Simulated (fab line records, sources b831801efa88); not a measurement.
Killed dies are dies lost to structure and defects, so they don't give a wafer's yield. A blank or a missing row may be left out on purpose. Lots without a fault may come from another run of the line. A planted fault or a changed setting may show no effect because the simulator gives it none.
Chamber matching | flow gf180mcu | GF_V4_CMP_04 on cmp-01: 4 sister chambers
The step polishes SiO2. 14 wafers are shown with their chamber, then 7 later ones without.

WAFERS WITH THEIR CHAMBER
wafer  | chamber | motor_current_A (A) | time_to_endpoint_s (s)
L603.2 | 0       | 11.8                | 85
L603.3 | 3       | 10.5                | 86
L603.5 | 3       | 10.4                | 90
L607.3 | 0       | 12.0                | 81
L607.4 | 2       | 11.4                | 79
L607.6 | 3       | 10.5                | 85
L608.4 | 0       | 11.9                | 85
L608.5 | 1       | 11.9                | 82
L608.6 | 2       | 11.8                | 84
L617.1 | 0       | 11.9                | 75
L617.3 | 1       | 11.4                | 80
L617.6 | 3       | 10.4                | 85
L620.1 | 0       | 12.2                | 77
L620.2 | 3       | 10.2                | 82

SIGNATURES (means of the wafers above)
reading            | chamber 0 | chamber 1 | chamber 2 | chamber 3 | scatter within a chamber
motor_current_A    | 11.960    | 11.650    | 11.600    | 10.400    | 0.189
time_to_endpoint_s | 80.60     | 81.00     | 81.50     | 85.60     | 3.62
Rule: a wafer's distance from a chamber is the root of the sum, over the readings, of the square of ((its reading less the chamber's mean) divided by the reading's scatter). The wafer belongs to the nearest chamber; if the next one is less than 2 further off, it can't be placed. The scatter: the root of (the sum of the squares of (reading less its chamber's mean) over the shown wafers, divided by (wafers less chambers)).

WAFERS WITHOUT THEIR CHAMBER
wafer  | motor_current_A (A) | time_to_endpoint_s (s)
L620.3 | 11.6                | 79
L622.2 | 11.6                | 74
L622.3 | 11.6                | 84
L622.5 | 11.5                | 80
L625.4 | 12.2                | 84
L625.5 | 11.9                | 87
L625.6 | 10.7                | 85

WHICH CHAMBER EACH WENT THROUGH
wafer  | from the rows above          | in truth
L620.3 | can't be placed: 1 or 2 or 0 | 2
L622.2 | can't be placed: 1 or 2 or 0 | 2
L622.3 | can't be placed: 2 or 1 or 0 | 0
L622.5 | can't be placed: 2 or 1 or 0 | 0
L625.4 | can't be placed: 0 or 1 or 2 | 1
L625.5 | can't be placed: 0 or 1 or 2 | 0
L625.6 | 3                            | 3
Placed correctly: 1 of 7. Can't be placed from these rows: 6 (the true chamber is among the candidates in 6). Placed wrongly: 0.
